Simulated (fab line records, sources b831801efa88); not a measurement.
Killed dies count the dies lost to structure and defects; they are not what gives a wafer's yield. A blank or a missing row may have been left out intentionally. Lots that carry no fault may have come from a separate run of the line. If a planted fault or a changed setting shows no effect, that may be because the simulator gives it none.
Matching of chambers | flow sky130 | SKY_VIA3_CMP_24 on cmp-02: 4 sister chambers
The step polishes, stops on SiO2, t overpolish 20 s, target thk 0 nm. 4 wafers are shown with their chamber, then 8 later ones without.

== EACH WAFER AND ITS CHAMBER ==
wafer  | chamber | motor_current_A (A)
L391.1 | 0       | 11.5
L408.5 | 3       | 10.8
L408.6 | 2       | 11.1
L409.1 | 1       | 11.0

== WAFERS WITH NO CHAMBER GIVEN ==
wafer  | motor_current_A (A)
L409.3 | 10.4
L409.5 | 10.9
L411.4 | 11.3
L411.5 | 11.5
L411.6 | 11.6
L414.1 | 11.3
L414.4 | 11.2
L414.5 | 11.8

== THE CHAMBER EACH PASSED THROUGH ==
wafer  | from the rows above               | in truth
L409.3 | can't be placed: 3 or 1 or 2      | 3
L409.5 | can't be placed: 1 or 3 or 2      | 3
L411.4 | can't be placed: 0 or 2 or 1 or 3 | 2
L411.5 | can't be placed: 0 or 2           | 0
L411.6 | can't be placed: 0 or 2           | 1
L414.1 | can't be placed: 0 or 2 or 1 or 3 | 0
L414.4 | can't be placed: 2 or 1 or 0 or 3 | 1
L414.5 | can't be placed: 0 or 2           | 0
Placed correctly: 0 of 8. Not placeable from these rows: 8 (in 7, the candidates include the true chamber). 0 placed wrongly.
How it was worked out, from the rows above alone: a wafer's distance from a chamber is the root of the sum, over the readings, of the square of ((its reading less the chamber's mean) divided by the reading's scatter). The wafer belongs to the nearest chamber; if the next one is less than 2 further off, it can't be placed. For every chamber, the mean is computed from those of its wafers that are shown. The scatter (one wafer shown for each chamber): square how far every hidden wafer sits from the nearest shown wafer, average those squares and take the square root.
